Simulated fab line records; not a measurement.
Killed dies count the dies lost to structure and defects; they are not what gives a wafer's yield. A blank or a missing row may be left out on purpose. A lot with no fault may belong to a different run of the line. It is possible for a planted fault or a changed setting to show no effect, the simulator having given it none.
2 desks, one fault + flow gf180mcu + every desk sees just its own numbers, and what lay behind them comes last

## TOOL OWNER'S DESK, cvd-w-02
The tool's own readings at GF_V3_CVD_23 (deposits W, target thk 350 nm, time 104.9 s): means of the sampled wafers that have a number, for each lot that ran on this tool. A lot is out of limits, marked OUT, if its mean lies more than 4 standard deviations from the usual mean; the brackets give that distance.
Columns: A = heater-power-w at GF_V3_CVD_23, usual 867 W
| lot  | first seen here | A   |
|------|-----------------|-----|
| L518 | day 22 11:02    | 842 |
| L520 | day 22 23:05    | 894 |
| L522 | day 23 10:03    | 840 |
| L523 | day 23 17:23    | 837 |
| L529 | day 26 08:50    | 885 |
| L532 | day 27 07:55    | 890 |
| L535 | day 27 21:21    | 911 |
This desk's verdict: no lot among the 7 shows anything out of limits.

## THE METROLOGY DESK
Lot by lot, what the gauges showed, no matter which tool ran the lot: averages of those sampled wafers that carry a number. A lot is out of limits, marked OUT, if its mean lies more than 4 standard deviations from the usual mean; the brackets give that distance.
Columns: A = M3_ALCU_THK at GF_M3_THK_MEAS_06, usual 451 nm; B = V3_W_RS at GF_V3_RS_MEAS_24, usual 0.326 ohm/sq; C = V3_W_THK at GF_V3_THK_MEAS_25, usual 347 nm
| lot  | first seen here | A   | B                | C              |
|------|-----------------|-----|------------------|----------------|
| L518 | day 20 09:59    | 454 | 0.323            | 344            |
| L520 | day 20 21:51    | 454 | 0.326            | 341            |
| L521 | day 21 04:41    | 461 | 0.324            | 353            |
| L522 | day 21 09:20    | 453 | 0.323            | 352            |
| L523 | day 21 18:53    | 457 | 0.332            | 343            |
| L529 | day 24 12:59    | 449 | 0.330            | 347            |
| L532 | day 25 11:59    | 447 | 0.290 (-7.4) OUT | 393 (+7.1) OUT |
| L533 | day 25 12:03    | 449 | 0.327            | 340            |
| L535 | day 26 02:25    | 455 | 0.296 (-6.2) OUT | 385 (+5.8) OUT |
| L537 | day 27 02:01    | 448 | 0.330            | 346            |
| L539 | day 27 20:14    | 446 | 0.322            | 347            |
| L541 | day 28 16:01    | 450 | 0.332            | 344            |
Finding of this desk: L532, L535 out of limits, first seen on L532 at day 27 08:02 (V3_W_RS at GF_V3_RS_MEAS_24). In limits: L518, L520, L521, L522, L523, L529, L533, L537, L539, L541.

## ALL TOGETHER
Metrology desk: alarm possible at day 27 08:02 on L532, L535.
Nothing out of limits was seen by the tool owner's desk.
Tool owner's desk: L532, L535 on record, inside its limits.
Of the lots named, all ran GF_V3_CVD_23 on cvd-w-02.

## WHAT HAD BEEN PUT IN BY THE SIMULATOR
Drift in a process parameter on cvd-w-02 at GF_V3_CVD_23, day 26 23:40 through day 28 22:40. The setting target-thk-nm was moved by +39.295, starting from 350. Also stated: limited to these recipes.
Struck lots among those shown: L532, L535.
Hours from the fault's start to each desk's first reading out of limits: the metrology desk, 8.
